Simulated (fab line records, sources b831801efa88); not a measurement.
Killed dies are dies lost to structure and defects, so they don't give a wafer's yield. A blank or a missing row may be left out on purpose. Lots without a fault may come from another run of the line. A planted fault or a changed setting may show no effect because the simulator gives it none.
Tool commonality check | flow gf180mcu | 11 lots, 33 wafers sampled

WHY IT WAS OPENED
At GF_V5_THK_MEAS_01 the reading V5_CVD_00_THK is flagged on 2 of 11 lots. Wafers without a fault read 300 nm, standard deviation 4.2.
Rule: a lot is flagged when every wafer of it that has a number lies more than 4 standard deviations from that mean, or none has a number. The other lots count as sound.

lot  | measured     | on            | V5_CVD_00_THK (nm), wafer by wafer | flag
L765 | day 26 15:11 | film_metro-02 | 293 294 296                        |
L766 | day 27 01:43 | film_metro-04 | 301 298 296                        |
L767 | day 27 16:58 | film_metro-02 | 304 295 291                        |
L768 | day 28 04:38 | film_metro-01 | 294 303 302                        |
L769 | day 28 07:26 | film_metro-04 | 302 302 303                        |
L770 | day 28 10:03 | film_metro-04 | 300 302 294                        |
L772 | day 29 08:43 | film_metro-02 | 300 298 309                        |
L773 | day 29 14:41 | film_metro-01 | 240 251 244                        | FLAGGED
L777 | day 30 15:58 | film_metro-02 | 232 240 232                        | FLAGGED
L787 | day 33 10:53 | film_metro-04 | 299 304 300                        |
L788 | day 33 14:40 | film_metro-02 | 304 294 300                        |
The numbers of the flagged lots are 240 nm on average: -60 nm against the usual, or -14 standard deviations.

WHICH TOOL RAN EACH LOT
The record holds 4 process steps before the reading, out of a route of 602 steps. In each cell: the tool, then ch and the chambers that the sampled wafers went through, then the start.
lot  | flag    | GF_MIM_SPUTTER_03            | GF_MIM_METAL_ETCH_19              | GF_M5_STRIP_11                       | GF_V5_CVD_00
L765 |         | pvd_sputter-01, day 24 17:27 | rie_metal-02 ch 0,1, day 25 15:28 | plasma_asher-02 ch 0,1, day 26 14:37 | hdpcvd-02 ch 0,1, day 26 15:07
L766 |         | pvd_sputter-01, day 25 05:04 | rie_metal-02 ch 0,1, day 26 03:26 | plasma_asher-02 ch 0,1, day 27 01:08 | hdpcvd-01 ch 0,1, day 27 01:40
L767 |         | pvd_sputter-01, day 25 20:10 | rie_metal-04 ch 0,1, day 26 17:29 | plasma_asher-01 ch 0,1, day 27 15:59 | hdpcvd-01 ch 0,1,2, day 27 16:55
L768 |         | pvd_sputter-02, day 26 08:31 | rie_metal-01 ch 0,1, day 27 06:39 | plasma_asher-04 ch 0,1, day 28 04:03 | hdpcvd-01 ch 1,2, day 28 04:35
L769 |         | pvd_sputter-01, day 26 11:10 | rie_metal-04 ch 0,1, day 27 08:49 | plasma_asher-01 ch 0,1, day 28 06:49 | hdpcvd-01 ch 0,2, day 28 07:19
L770 |         | pvd_sputter-01, day 26 14:22 | rie_metal-02 ch 0,1, day 27 11:28 | plasma_asher-02 ch 0,1, day 28 09:28 | hdpcvd-02 ch 0,1,2, day 28 10:00
L772 |         | pvd_sputter-02, day 27 13:03 | rie_metal-02 ch 0,1, day 28 10:39 | plasma_asher-01 ch 0,1, day 29 08:08 | hdpcvd-01 ch 0,1,2, day 29 08:40
L773 | FLAGGED | pvd_sputter-01, day 27 20:20 | rie_metal-04 ch 0,1, day 28 17:26 | plasma_asher-01 ch 0, day 29 14:06   | hdpcvd-01 ch 1,2, day 29 14:38
L777 | FLAGGED | pvd_sputter-01, day 29 00:35 | rie_metal-04 ch 0,1, day 29 20:14 | plasma_asher-01 ch 0,1, day 30 15:21 | hdpcvd-01 ch 1,2, day 30 15:55
L787 |         | pvd_sputter-01, day 31 23:17 | rie_metal-04 ch 0,1, day 32 16:38 | plasma_asher-01 ch 0,1, day 33 10:08 | hdpcvd-02 ch 1,2, day 33 10:50
L788 |         | pvd_sputter-01, day 32 04:20 | rie_metal-04 ch 1, day 32 21:17   | plasma_asher-02 ch 0,1, day 33 14:03 | hdpcvd-01 ch 1,2, day 33 14:37
What these steps do:
- GF_MIM_SPUTTER_03: material Ti, target thk 10 nm, time 6.7 s.
- GF_MIM_METAL_ETCH_19: etches the open film in Cl2/BCl3, stops on Si3N4, target depth 324.5 nm, time 54.1 s.
- GF_M5_STRIP_11: strips in O2/N2.
- GF_V5_CVD_00: deposits SiO2, target thk 300 nm, time 50 s.
- GF_V5_THK_MEAS_01

FLAGGED OVER TOTAL, TOOL BY TOOL (the gauges that took the reading come last)
step                 | tool            | lots run | flagged | share of the flagged lots | sound lots run after its first flagged lot
GF_MIM_SPUTTER_03    | pvd_sputter-01  | 9        | 2       | all                       | 2 (L787,L788)
GF_MIM_SPUTTER_03    | pvd_sputter-02  | 2        | 0       | none                      | -
GF_MIM_METAL_ETCH_19 | rie_metal-01    | 1        | 0       | none                      | -
GF_MIM_METAL_ETCH_19 | rie_metal-02    | 4        | 0       | none                      | -
GF_MIM_METAL_ETCH_19 | rie_metal-04    | 6        | 2       | all                       | 2 (L787,L788)
GF_M5_STRIP_11       | plasma_asher-01 | 6        | 2       | all                       | 1 (L787)
GF_M5_STRIP_11       | plasma_asher-02 | 4        | 0       | none                      | -
GF_M5_STRIP_11       | plasma_asher-04 | 1        | 0       | none                      | -
GF_V5_CVD_00         | hdpcvd-01       | 8        | 2       | all                       | 1 (L788)
GF_V5_CVD_00         | hdpcvd-02       | 3        | 0       | none                      | -
GF_V5_THK_MEAS_01    | film_metro-01   | 2        | 1       | some                      | 0
GF_V5_THK_MEAS_01    | film_metro-02   | 5        | 1       | some                      | 1 (L788)
GF_V5_THK_MEAS_01    | film_metro-04   | 4        | 0       | none                      | -

WHAT THE TABLE ALLOWS
4 rows of the table ran every flagged lot: pvd_sputter-01 at GF_MIM_SPUTTER_03, rie_metal-04 at GF_MIM_METAL_ETCH_19, plasma_asher-01 at GF_M5_STRIP_11, hdpcvd-01 at GF_V5_CVD_00.
- pvd_sputter-01 at GF_MIM_SPUTTER_03: 2 of its 9 lots flagged. Sound lots ran on it after the first flagged one (L787, L788), which a lasting fault on the whole tool wouldn't allow.
- rie_metal-04 at GF_MIM_METAL_ETCH_19: 2 of its 6 lots flagged. Sound lots ran on it after the first flagged one (L787, L788), which a lasting fault on the whole tool wouldn't allow.
- plasma_asher-01 at GF_M5_STRIP_11: 2 of its 6 lots flagged. Sound lots ran on it after the first flagged one (L787), which a lasting fault on the whole tool wouldn't allow.
- hdpcvd-01 at GF_V5_CVD_00: 2 of its 8 lots flagged. Sound lots ran on it after the first flagged one (L788), which a lasting fault on the whole tool wouldn't allow. Its own readings lie more than 4 standard deviations out on every wafer of the flagged lots: sih4_flow_sccm.
No row of the table ran every flagged lot and no sound lot after the first.

WHAT THE SIMULATOR HAD PUT IN
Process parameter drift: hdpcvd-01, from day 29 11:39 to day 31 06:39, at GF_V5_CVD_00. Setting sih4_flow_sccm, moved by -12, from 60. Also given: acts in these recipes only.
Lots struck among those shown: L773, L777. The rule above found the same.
